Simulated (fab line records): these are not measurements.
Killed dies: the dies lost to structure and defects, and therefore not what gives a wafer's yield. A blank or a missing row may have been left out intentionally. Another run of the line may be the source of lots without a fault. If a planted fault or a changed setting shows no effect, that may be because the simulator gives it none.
Which tool did it?	flow sky130	Sampling: 7 lots, 19 wafers, 2 of 708 route steps

## WHAT THE GAUGES READ, wafer by wafer
SKY_FIELD_ISO_THK_MEAS_25.
lot	measured	on	FIELD_ISO_CVD_24_THK (nm)
L101	day 3 05:28	film metro-01	596 597 598
L104	day 3 06:22	film metro-03	499 600 593
L106	day 3 13:21	film metro-03	493
L112	day 4 18:05	film metro-01	590 598 585
L116	day 5 12:13	film metro-01	592 601 600
L119	day 6 06:28	film metro-01	591 596 588
L121	day 6 18:23	film metro-04	592 597 591

## TOOL THAT RAN EACH LOT (tool first, then ch and the chambers of the sampled wafers, then the start)
lot	SKY_FIELD_ISO_CVD_24
L101	hdpcvd-02 ch 0,2, day 3 05:24
L104	hdpcvd-01 ch 1,2, day 3 06:17
L106	hdpcvd-01 ch 2, day 3 13:17
L112	hdpcvd-02 ch 1,2, day 4 18:01
L116	hdpcvd-02 ch 0,1,2, day 5 12:08
L119	hdpcvd-02 ch 0,1, day 6 06:23
L121	hdpcvd-02 ch 0,1, day 6 18:18
- SKY_FIELD_ISO_CVD_24: deposits SiO2, target thk 595 nm, time 99.2 s.

## THE ANSWER, worked out from the rows above alone
Rule: what is usual is taken from the lots themselves. The widest of any qualifying gaps counts: lots, ordered by their means at a reading, are off when they make up no more than a third of the lots, leave a main group of 4 or more, and stand apart from it by 3 or more times the standard deviation of that group's means. Not used: any main group whose means are identical at the precision the tables above print for the reading. Also off: a lot with no number at a reading for which 4 or more lots have one. All remaining lots with rows at the step are treated as sound.
Off: at SKY_FIELD_ISO_THK_MEAS_25 (FIELD_ISO_CVD_24_THK), L104, L106. Mean 594 nm and standard deviation 2.7 in the main group.
If a tool, at a process step before that reading, ran all the lots that are off and no sound lot after the first of them, it fits. Those tools and the gauges at SKY_FIELD_ISO_THK_MEAS_25 are tried in the same way. Undecided on this evidence; 2 tools fit (hdpcvd-01 at SKY_FIELD_ISO_CVD_24, film metro-03 at SKY_FIELD_ISO_THK_MEAS_25).

## WHAT WAS PUT IN BY THE SIMULATOR
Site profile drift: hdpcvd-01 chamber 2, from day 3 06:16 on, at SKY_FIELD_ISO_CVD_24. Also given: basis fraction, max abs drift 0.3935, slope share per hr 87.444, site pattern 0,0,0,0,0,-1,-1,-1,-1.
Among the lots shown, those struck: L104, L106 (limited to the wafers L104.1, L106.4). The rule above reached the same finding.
